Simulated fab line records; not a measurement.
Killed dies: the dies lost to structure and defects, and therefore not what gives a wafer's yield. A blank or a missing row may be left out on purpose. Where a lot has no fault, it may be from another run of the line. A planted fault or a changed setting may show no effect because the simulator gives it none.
Comparing a struck lot with a sound one + flow sfqLine + 21 steps out of a route of 325
Sound: these wafers, L574.1, L574.2, L574.4. Struck: wafer L582.6; the same lot's L582.4 was not struck, so it is left out; see the end for the cause.
For every step that has rows: the tool of each side, followed by ch and its chambers, followed by its first start. Under that, the readings that differ: sound wafers + struck wafers + difference of the means + sigmas: that difference in standard deviations of wafers without a fault.
alike: readings with means less than 2 such deviations apart, plus words and numbers identical on both sides. not compared: withheld readings, readings lacking a value on some wafer, bounds such as >300 that could conceal the same value, and numbers that have no deviation in the record and whose values overlap.
Wherever a step has rows on one side only, a row that says differs or no value, or a row with sigmas, the two part there. Numbers that have no deviation but don't overlap get no sigmas and don't part them. A reading that every wafer of one side lacks parts them only if that side has two wafers or more.

first, 2 steps without rows for these wafers: SFQ_TRILAYER_I4_VIA_BARC_OPEN_VIA_ETCH_146 (etches BARC in O2, target depth 125 nm, time 41.7 s); SFQ_TRILAYER_I4_VIA_ETCH_VIA_ETCH_106 (etches SiO2 in CHF3, stops on Nb, target depth 260 nm).
SFQ_TRILAYER_I4_VIA_STRIP_STRIP_107: strips in O2.
  sound on rieMetal-02 ch 0,1, day 42 04:04; struck on rieMetal-03 ch 1, day 45 10:56
  alike: drypumpMotorCurrentA, oesProductAu
  not compared: rfHoursCounterH
then, 2 steps without rows for these wafers: SFQ_TRILAYER_I4_VIA_STRIP_SOLV_CLEAN_108 (cleans in NMP, time 600 s); SFQ_TRILAYER_JJ_TRILAYER_DEP_PRE_CLEAN_113 (time 22.5 s).
SFQ_TRILAYER_JJ_TRILAYER_DEP_SPUTTER_109: material Nb, target thk 150 nm, time 100 s.
  sound on pvdSputter-03, day 42 04:53; struck on pvdSputter-06, day 45 11:32
  alike: throttleValvePct
SFQ_TRILAYER_JJ_TRILAYER_DEP_SPUTTER_110: material Al, target thk 8 nm, time 10 s.
  sound on pvdSputter-03, day 42 04:58; struck on pvdSputter-06, day 45 11:37
  alike: throttleValvePct
then, 1 step without rows for these wafers: SFQ_TRILAYER_JJ_TRILAYER_DEP_AL_OXIDATION_111 (oxidation time 600 s).
SFQ_TRILAYER_JJ_TRILAYER_DEP_SPUTTER_112: material Nb, target thk 170 nm, time 113.3 s.
  sound on pvdSputter-03, day 42 05:59; struck on pvdSputter-06, day 45 12:38
  alike: throttleValvePct
SFQ_JJ_RS_MEAS_929: uses a four-point probe to measure.
  sound on filmMetro-02, day 42 06:04; struck on filmMetro-03, day 45 12:46
  alike: JJ_NB_RS
then, 1 step without rows for these wafers: SFQ_TRILAYER_JJ_CE_LITHO_COAT_119 (resist thk 62 nm).
SFQ_TRILAYER_JJ_CE_LITHO_COAT_114: resist thk 600 nm.
  sound on lithoTrack-03 ch 0, day 42 06:32; struck on lithoTrack-02 ch 0, day 45 13:20
| reading                                               | sound             | struck | difference | sigmas |
|-------------------------------------------------------|-------------------|--------|------------|--------|
| model.KrF_of_TRILAYER_JJ_CE_LITHO_COAT_114.thkNm (nm) | 595.7 596.9 596.4 | 583.7  | -12.6      |        |
then, 4 steps without rows for these wafers: SFQ_TRILAYER_JJ_CE_LITHO_SOFTBAKE_118; SFQ_TRILAYER_JJ_CE_LITHO_EXPOSE_115 (exposes mask J5, target cd 700 nm); SFQ_TRILAYER_JJ_CE_LITHO_PEB_117 (peb time 60 s); SFQ_TRILAYER_JJ_CE_LITHO_DEVELOP_116 (time 60 s).
SFQ_JJ_OVL_MEAS_931:
  sound on overlay-01, day 43 16:25; struck on overlay-01, day 46 18:54
  alike: J5_OVL
following that, these wafers have no rows for 1 step: SFQ_TRILAYER_JJ_CE_METRO_MEASURE_117.
SFQ_TRILAYER_JJ_CE_BARC_OPEN_RIE_150: chemistry O2, target BARC, target depth 240 nm, time 80 s.
  sound on rieMetal-02 ch 0,1, day 43 17:39; struck on rieMetal-04 ch 1, day 46 20:09
  alike: drypumpMotorCurrentA, oesProductAu
  not compared: rfHoursCounterH
SFQ_TRILAYER_JJ_CE_ETCH_RIE_118: chemistry SF6, target Nb, stops on Al2O3, time 97.7 s, target depth 170 nm.
  sound on rieMetal-02 ch 0,1, day 43 17:44; struck on rieMetal-04 ch 1, day 46 20:15
| reading                                               | sound           | struck | difference | sigmas |
|-------------------------------------------------------|-----------------|--------|------------|--------|
| model.KrF_of_TRILAYER_JJ_CE_LITHO_COAT_114.thkNm (nm) | 472.9 473.3 473 | 459    | -14        |        |
  alike: drypumpMotorCurrentA, oesProductAu
  not compared: rfHoursCounterH
following that, these wafers have no rows for 1 step: SFQ_TRILAYER_JJ_ANODIZE_ANODIZE_119.

## WHERE THEY PART
Nowhere in this record.

WHY: what the simulator had put in
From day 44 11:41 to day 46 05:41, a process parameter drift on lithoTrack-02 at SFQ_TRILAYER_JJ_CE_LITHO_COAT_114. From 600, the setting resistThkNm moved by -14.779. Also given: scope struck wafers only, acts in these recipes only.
